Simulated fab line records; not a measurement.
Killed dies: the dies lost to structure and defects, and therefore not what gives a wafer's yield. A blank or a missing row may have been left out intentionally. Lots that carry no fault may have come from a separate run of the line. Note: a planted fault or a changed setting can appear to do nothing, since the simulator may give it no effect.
A struck lot beside a sound one :: flow sky130 :: 18 steps out of a route of 708
Sound: the wafers L390.2, L390.4, L390.5. Struck: wafer L398.5. (L398.1, L398.6 of the same lot were not struck and are left out.) The cause comes at the end.
At each step with rows: each side's tool, then ch and its chambers, then its first start. Under that, the readings that differ: sound wafers :: struck wafers :: difference of the means :: sigmas: that difference in standard deviations of wafers without a fault.
alike: readings with means less than 2 such deviations apart, plus words and numbers identical on both sides. not compared: withheld readings, readings lacking a value on some wafer, bounds such as >300 that could conceal the same value, and numbers that have no deviation in the record and whose values overlap.
A row with sigmas, a row that says differs or no value, or rows on one side alone: a step with any of these is where the two part. Numbers that don't overlap but have no deviation are shown without sigmas and don't part them. Lack of a reading on every wafer of one side parts them only where that side has two or more wafers.

first, 5 steps without rows for these wafers: SKY_VIA4_COAT_06 (resist thk 1140 nm); SKY_VIA4_SOFTBAKE_07 (time 60 s); SKY_VIA4_EXPOSE_08 (exposes mask VIM4, target cd 800 nm); SKY_VIA4_PEB_09; SKY_VIA4_DEVELOP_10 (develop time 60 s).
SKY_VIA4_OVL_MEAS_11:
  sound: overlay-01 at day 43 21:32; struck: overlay-01 at day 46 10:14
  alike: VIA4_OVL
SKY_VIA4_ETCH_12: etches SiO2 in C4F8/O2/Ar, stops on TiN, target depth 580 nm.
  sound on rieDiel-01 ch 0,1,2, day 43 21:34; struck on rieDiel-04 ch 0, day 46 10:16
  alike: biasW, oesProductAu
SKY_VIA4_STRIP_13: strips in O2/N2.
  sound on plasmaAsher-03 ch 0,1, day 43 21:38; struck on plasmaAsher-04 ch 1, day 46 10:20
  alike: drypumpMotorCurrentA, n2FlowSccm, oesProductAu, stripTimeToEndpointS
  not compared: rfHoursCounterH
then, 3 steps without rows for these wafers: SKY_VIA4_STRIP_14 (strips in post etch residue remover, time 1200 s); SKY_VIA4_CLEAN_15 (cleans in IPA, time 180 s); SKY_VIA4_CLEAN_16 (cleans in O3/DIW).
SKY_VIA4_SPUTTER_17: material TiN, target thk 20 nm, time 80 s.
  sound: pvdSputter-02 at day 43 22:20; struck: pvdSputter-02 at day 46 10:56
  alike: throttleValvePct
SKY_VIA4_CVD_18: deposits W, target thk 505 nm, time 152.14 s.
  sound on cvdW-02 ch 0,1, day 43 22:23; struck on cvdW-01 ch 0, day 46 11:00
reading: susceptorTempC (C)
sound: 400.01 400.01 399.56
struck: 394.41
difference: -5.45
sigmas: -23

reading: model.W_of_VIA4_CVD_18.thkNm (nm)
sound: 487.2 498.9 496.9
struck: 450.4
difference: -43.9
sigmas: 
  alike: heaterPowerW
SKY_VIA4_RS_MEAS_19: measurement is done with a four-point probe.
  sound: filmMetro-02 at day 43 22:34; struck: filmMetro-04 at day 46 11:09
reading: VIA4_W_RS (ohm/sq)
sound: 0.235 0.229 0.230
struck: 0.254
difference: +0.023
sigmas: +5
SKY_VIA4_THK_MEAS_20: measures by xrf.
  sound: filmMetro-02 at day 43 22:41; struck: filmMetro-04 at day 46 11:16
reading: VIA4_W_THK (nm)
sound: 499 512 508
struck: 452
difference: -54
sigmas: -5
SKY_VIA4_CMP_21: polishes, stops on SiO2, t overpolish 25 s, target thk 0 nm.
  sound on cmp-01 ch 0,3, day 43 22:47; struck on cmp-01 ch 0, day 46 11:20
reading: timeToEndpointS (s)
sound: 117 118 123
struck: 107
difference: -12
sigmas: -3
  alike: motorCurrentA
SKY_METAL5_SPUTTER_00: material Ti, target thk 15 nm, time 10 s.
  sound: pvdSputter-01 at day 43 23:02; struck: pvdSputter-01 at day 46 11:38
  alike: throttleValvePct
SKY_PAD_OPEN_PROBE_99:
  rows exist in the record for the sound wafers here (prober-02, day 46 19:29), none for the struck ones

== WHERE THEY PART ==
Earliest at SKY_VIA4_CVD_18; latest, in this record, at SKY_PAD_OPEN_PROBE_99.

WHY: whatever the simulator had introduced
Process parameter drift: cvdW-01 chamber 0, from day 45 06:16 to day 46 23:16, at SKY_VIA4_CVD_18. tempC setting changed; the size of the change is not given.
